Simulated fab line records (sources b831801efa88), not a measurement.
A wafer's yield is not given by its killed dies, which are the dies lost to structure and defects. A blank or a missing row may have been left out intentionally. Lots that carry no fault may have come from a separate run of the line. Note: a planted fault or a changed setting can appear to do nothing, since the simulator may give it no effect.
Which tool was responsible? / flow gf180mcu / 39 wafers from 13 lots sampled at 2 of the route's 602 steps

## WHAT EACH GAUGE READ, for each wafer
GF_M2_THK_MEAS_06: measures by xrf. Usual: M2_ALCU_THK gives 451 nm (standard deviation 6.2).
lot=L899; measured=day 17 23:35; on=film metro-02; M2_ALCU_THK (nm)=466 464 457; flag=
lot=L900; measured=day 18 10:44; on=film metro-04; M2_ALCU_THK (nm)=449 445 447; flag=
lot=L904; measured=day 20 04:14; on=film metro-01; M2_ALCU_THK (nm)=455 455 457; flag=
lot=L905; measured=day 20 13:11; on=film metro-01; M2_ALCU_THK (nm)=443 443 439; flag=
lot=L906; measured=day 20 20:17; on=film metro-04; M2_ALCU_THK (nm)=443 449 448; flag=
lot=L908; measured=day 21 17:48; on=film metro-04; M2_ALCU_THK (nm)=462 457 460; flag=
lot=L909; measured=day 22 01:45; on=film metro-01; M2_ALCU_THK (nm)=448 456 455; flag=
lot=L910; measured=day 22 07:59; on=film metro-02; M2_ALCU_THK (nm)=452 459 457; flag=
lot=L911; measured=day 22 15:16; on=film metro-01; M2_ALCU_THK (nm)=446 445 449; flag=
lot=L918; measured=day 25 11:53; on=film metro-04; M2_ALCU_THK (nm)=451 449 454; flag=
lot=L919; measured=day 25 15:00; on=film metro-01; M2_ALCU_THK (nm)=459 455 456; flag=
lot=L921; measured=day 25 19:44; on=film metro-02; M2_ALCU_THK (nm)=461 454 457; flag=
lot=L922; measured=day 26 09:09; on=film metro-01; M2_ALCU_THK (nm)=447 452 454; flag=

## EACH LOT AND THE TOOL THAT RAN IT (in order: tool; ch and the chambers of the sampled wafers; start)
lot=L899; GF_V1_ETCH_16=rie diel-02 ch 0,3, day 17 21:51
lot=L900; GF_V1_ETCH_16=rie diel-04 ch 1,3, day 18 08:55
lot=L904; GF_V1_ETCH_16=rie diel-04 ch 0,1, day 20 02:33
lot=L905; GF_V1_ETCH_16=rie diel-02 ch 1,2,3, day 20 11:30
lot=L906; GF_V1_ETCH_16=rie diel-03 ch 0,2, day 20 18:32
lot=L908; GF_V1_ETCH_16=rie diel-03 ch 1,2,3, day 21 16:00
lot=L909; GF_V1_ETCH_16=rie diel-03 ch 0,1,3, day 22 00:02
lot=L910; GF_V1_ETCH_16=rie diel-04 ch 0,1,2, day 22 06:15
lot=L911; GF_V1_ETCH_16=rie diel-02 ch 0,1,2, day 22 13:32
lot=L918; GF_V1_ETCH_16=rie diel-02 ch 1,2,3, day 25 10:11
lot=L919; GF_V1_ETCH_16=rie diel-03 ch 0,1,2, day 25 13:17
lot=L921; GF_V1_ETCH_16=rie diel-02 ch 0,3, day 25 18:02
lot=L922; GF_V1_ETCH_16=rie diel-02 ch 1,3, day 26 07:25
- GF_V1_ETCH_16: etches BARC in N2/H2.

## AS READ BY THE TOOLS THEMSELVES (means over the sampled wafers that have a number; for cases with no such wafer, the mark the record gives instead)
GF_V1_ETCH_16. Usual: drypump motor current A 5.8 A, standard deviation 0.32; oes product au 0.855 a.u., standard deviation 0.0045; throttle valve pct 13.225 %, standard deviation 0.0095.
lot=L899; tool=rie diel-02; drypump motor current A (A)=5.8; oes product au (a.u.)=0.857; throttle valve pct (%)=13.221; flag=
lot=L900; tool=rie diel-04; drypump motor current A (A)=6.1; oes product au (a.u.)=0.858; throttle valve pct (%)=13.236; flag=
lot=L904; tool=rie diel-04; drypump motor current A (A)=5.5; oes product au (a.u.)=0.849; throttle valve pct (%)=13.224; flag=
lot=L905; tool=rie diel-02; drypump motor current A (A)=5.8; oes product au (a.u.)=0.852; throttle valve pct (%)=13.211; flag=
lot=L906; tool=rie diel-03; drypump motor current A (A)=6.1; oes product au (a.u.)=0.857; throttle valve pct (%)=13.236; flag=
lot=L908; tool=rie diel-03; drypump motor current A (A)=5.9; oes product au (a.u.)=0.855; throttle valve pct (%)=13.225; flag=
lot=L909; tool=rie diel-03; drypump motor current A (A)=5.7; oes product au (a.u.)=0.854; throttle valve pct (%)=13.226; flag=
lot=L910; tool=rie diel-04; drypump motor current A (A)=5.7; oes product au (a.u.)=0.852; throttle valve pct (%)=13.219; flag=
lot=L911; tool=rie diel-02; drypump motor current A (A)=6.0; oes product au (a.u.)=0.854; throttle valve pct (%)=13.225; flag=
lot=L918; tool=rie diel-02; drypump motor current A (A)=5.8; oes product au (a.u.)=0.849; throttle valve pct (%)=13.230; flag=
lot=L919; tool=rie diel-03; drypump motor current A (A)=5.9; oes product au (a.u.)=0.850; throttle valve pct (%)=13.221; flag=
lot=L921; tool=rie diel-02; drypump motor current A (A)=5.9; oes product au (a.u.)=0.859; throttle valve pct (%)=13.232; flag=
lot=L922; tool=rie diel-02; drypump motor current A (A)=5.7; oes product au (a.u.)=0.854; throttle valve pct (%)=13.226; flag=

## THE ANSWER, worked out from the rows above alone
Rule: a lot counts as off when the mean over its wafers that have a number is more than 3 standard deviations away from the usual mean. A lot without any number at a reading at which 4 lots or more have one is off too. All remaining lots with rows at the step are treated as sound. Order of review: gauges by route order, followed by the tools' own readings, for which a lot's mean as printed above is used. The first step at which some lot is off is used, and at that step the reading that is off furthest; a lot without a number counts as furthest.
Across all readings shown, no lot is off: no conclusion can be drawn from this.

## WHAT WAS PUT IN BY THE SIMULATOR
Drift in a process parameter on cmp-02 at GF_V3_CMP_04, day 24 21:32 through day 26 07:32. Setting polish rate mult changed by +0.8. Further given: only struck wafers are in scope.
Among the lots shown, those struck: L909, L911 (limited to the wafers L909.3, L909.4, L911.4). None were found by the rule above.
